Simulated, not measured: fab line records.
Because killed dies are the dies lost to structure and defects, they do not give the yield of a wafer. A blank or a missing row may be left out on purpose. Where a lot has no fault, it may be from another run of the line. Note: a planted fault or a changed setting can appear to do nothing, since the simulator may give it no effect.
The same fault as seen by 2 desks	flow sky130	every desk sees just its own numbers, and what lay behind them comes last

THE METROLOGY DESK
Lot by lot, what the gauges showed, no matter which tool ran the lot: averages of those sampled wafers that carry a number. Marked OUT: a lot whose mean sits more than 4 standard deviations from the usual mean, which makes it out of limits; the brackets give that distance.
Columns: A = LDD_HVP_TW at SKY_LDD_HVP_TW_MEAS_10, usual 455.9
lot	first seen here	A
L884	day 21 08:36	460.1
L886	day 22 05:52	450.5
L887	day 22 20:52	457.4
L888	day 23 00:07	456.9
L891	day 24 10:20	459.8
L893	day 25 04:16	458.9
L894	day 25 11:10	452.7
L898	day 26 20:16	455.7
L901	day 27 20:19	453.6
L904	day 29 01:09	456.6
L906	day 29 06:53	459.3
L907	day 29 13:53	452.8
Result from this desk: across the 12 lots, nothing is out of limits.

TOOL OWNER'S DESK, litho_track-04
At SKY_LDD_LDN_SOFTBAKE_03 (time 60 s), the tool's own readings, given per lot that ran on this tool as the mean of the sampled wafers with a number. Marked OUT: a lot whose mean sits more than 4 standard deviations from the usual mean, which makes it out of limits; the brackets give that distance.
Columns: A = chill_plate_temp_C at SKY_LDD_LDN_SOFTBAKE_03, usual 22.99 C; B = exhaust_pa at SKY_LDD_LDN_SOFTBAKE_03, usual 45.2 Pa; C = heater_power_total_W at SKY_LDD_LDN_SOFTBAKE_03, usual 56.59 W; D = plate_temp_C at SKY_LDD_LDN_SOFTBAKE_03, usual 90.02 C
lot	first seen here	A	B	C	D
L888	day 23 15:29	23.12	45.3	56.64	90.21
L893	day 25 17:55	23.02	45.1	56.56	90.15
L901	day 28 10:08	23.05	46.2	57.54 (+22) OUT	91.12 (+8.4) OUT
L904	day 29 14:50	22.91	44.5	57.54 (+22) OUT	91.30 (+9.9) OUT
Finding of this desk: L901, L904 out of limits; the first was L901 at day 28 10:08, on heater_power_total_W at SKY_LDD_LDN_SOFTBAKE_03. L888, L893 stayed within limits.

ALL TOGETHER
At day 28 10:08, on L901, L904, the tool owner's desk was in a position to raise an alarm.
From the metrology desk's view, nothing was out of limits.
The metrology desk holds a record of L901, L904, inside its limits.
The lots listed all ran SKY_LDD_LDN_SOFTBAKE_03 on litho_track-04.

WHAT THE SIMULATOR PUT IN
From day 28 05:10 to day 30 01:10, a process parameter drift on litho_track-04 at SKY_LDD_LDN_SOFTBAKE_03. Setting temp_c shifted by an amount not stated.
Shown lots that were struck: L901, L904.
Time in hours from fault onset to the first out-of-limits reading at each desk: the tool owner's desk, 5.
